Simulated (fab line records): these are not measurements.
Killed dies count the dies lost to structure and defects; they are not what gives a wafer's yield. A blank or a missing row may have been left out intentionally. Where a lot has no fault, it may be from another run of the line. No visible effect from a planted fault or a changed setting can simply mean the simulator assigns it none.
A lot that was struck, set against a sound lot	flow sky130	22 steps out of a route of 708
Sound: the wafers L245.3, L245.5, L245.6. Wafers struck: L267.2, L267.5, L267.6. The cause is given at the end.
Each step with rows lists, per side, the tool, then ch with its chambers, then its first start. Under that, the readings that differ: sound wafers	struck wafers	difference of the means	sigmas: that difference in standard deviations of wafers without a fault.
alike: same words and numbers on both sides, and readings whose means sit less than 2 such deviations apart. not compared: any withheld reading, any reading some wafer has no value for, any bound like >300 that may hide the same value, and any number with overlapping values for which the record gives no deviation.
Wherever a step has rows on one side only, a row that says differs or no value, or a row with sigmas, the two part there. Non-overlapping numbers with no deviation appear without sigmas and do not part them. A reading missing from all wafers of one side parts the sides only when that side holds two or more wafers.

SKY_POLY_GATE_THK_MEAS_21:
  sound on filmMetro-01 at day 15 23:23; struck on filmMetro-01 at day 24 16:25
  alike: POLY_GATE_OXIDATION_THK
SKY_POLY_GATE_CD_MEAS_22:
  sound on cdSem-01 at day 15 23:29; struck on cdSem-01 at day 24 16:30
  alike: cdNm
then, 7 steps without rows for these wafers: SKY_LDD_N_DEHYDRATE_00 (time 60 s); SKY_LDD_N_HMDS_01 (prime time 60 s); SKY_LDD_N_COAT_02 (resist thk 300 nm); SKY_LDD_N_SOFTBAKE_03 (time 60 s); SKY_LDD_N_EXPOSE_04 (exposes mask NTM, target cd 840 nm); SKY_LDD_N_PEB_05; SKY_LDD_N_DEVELOP_06 (develop time 60 s).
SKY_LDD_N_OVL_MEAS_07:
  sound on overlay-01 at day 17 03:00; struck on overlay-01 at day 25 21:32
  alike: LDD_N_OVL
then, 2 steps without rows for these wafers: SKY_LDD_N_IMPLANT_08; SKY_LDD_N_IMPLANT_09.
SKY_LDD_N_IMPLANT_10:
  sound on implanter-04 ch 0, day 17 03:23; struck on implanter-04 ch 0, day 25 21:54
reading	sound	struck	difference	sigmas
beamOnS (s)	9.87 9.85 10.08	37.95 38.58 38.32	+28.35	+99 or more
doseIonsCm2	7.501e+13 7.497e+13 7.505e+13	3.6251e+14 3.6237e+14 3.6245e+14	+2.8743e+14	+99 or more
faradayCurrentUA	428 430 420	539 531 531	+108	+14
  alike: beamEnergyKeV
then, 5 steps without rows for these wafers: SKY_LDD_N_IMPLANT_11; SKY_LDD_N_IMPLANT_12; SKY_LDD_N_IMPLANT_13; SKY_LDD_N_IMPLANT_14; SKY_LDD_N_IMPLANT_15.
SKY_LDD_N_STRIP_16: strips in O2/N2.
  sound on plasmaAsher-03 ch 0,1, day 17 04:16; struck on plasmaAsher-02 ch 0,1, day 25 22:46
reading	sound	struck	difference	sigmas
stripTimeToEndpointS (s)	4.323 4.327 4.323	5.050 5.051 5.053	+0.727	+48
  alike: drypumpMotorCurrentA, oesProductAu
  not compared: rfHoursCounterH
SKY_LDD_N_TW_MEAS_17:
  sound on filmMetro-02 at day 17 04:21; struck on filmMetro-01 at day 25 22:53
reading	sound	struck	difference	sigmas
LDD_N_TW	2620 2622 2619	2769 2768 2774	+150	+3
then, 1 step without rows for these wafers: SKY_LDD_P_DEHYDRATE_00 (time 60 s).
-- record jumps: 25 days separate the struck wafers' starts on either side; left off in module LDD_P, taken up again in module PAD_OPEN, whose first shown step is the route's number 708 --
SKY_PAD_OPEN_PROBE_99:
  sound on prober-02 at day 45 05:49; struck on prober-01 at day 50 22:25
reading	sound	struck	difference	sigmas
killed_at_M4_up	1 1 1	5 6 4	+4	+2
model.etest.tipN.rsOhmSq	441.6 442.2 443.8	307.3 307.4 304.5	-136.1	
model.etest.nfet_01v8.rOnOhmUm	827.3 818.4 804	762.4 777.2 796.1	-38.0	
model.etest.nfet_01v8_turned.driveUaUm	499 519.6 525.2	544.3 536.2 531.9	+22.9	
model.etest.nfet_01v8_swapped.driveUaUm	504 518.2 520.7	547.9 531.5 532.1	+22.9	
model.etest.nfet_01v8_lvt.driveUaUm	572.4 584.2 593.5	614.9 597.3 601.1	+21.1	
model.etest.nfet_01v8.driveUaUm	504 512.2 519.7	540.5 529.9 524.9	+19.8	
model.etest.sramNfetPass.offLog10AUm	-12.84 -12.69 -12.82	-12.38 -12.68 -12.67	+0.21	
  alike: killed_at_M0_to_M3, killedAtContacts, killedAtFrontEnd, killedAtOther, killedDies, killedOpen, killedShort
  not compared: model.etest.sramNfetPass.driveUaUm

WHERE THEY PART
First at SKY_LDD_N_IMPLANT_10; last, within this record, at SKY_PAD_OPEN_PROBE_99.

WHY: what had been put in by the simulator
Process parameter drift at SKY_LDD_N_IMPLANT_10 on implanter-04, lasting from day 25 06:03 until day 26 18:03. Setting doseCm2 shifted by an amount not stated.
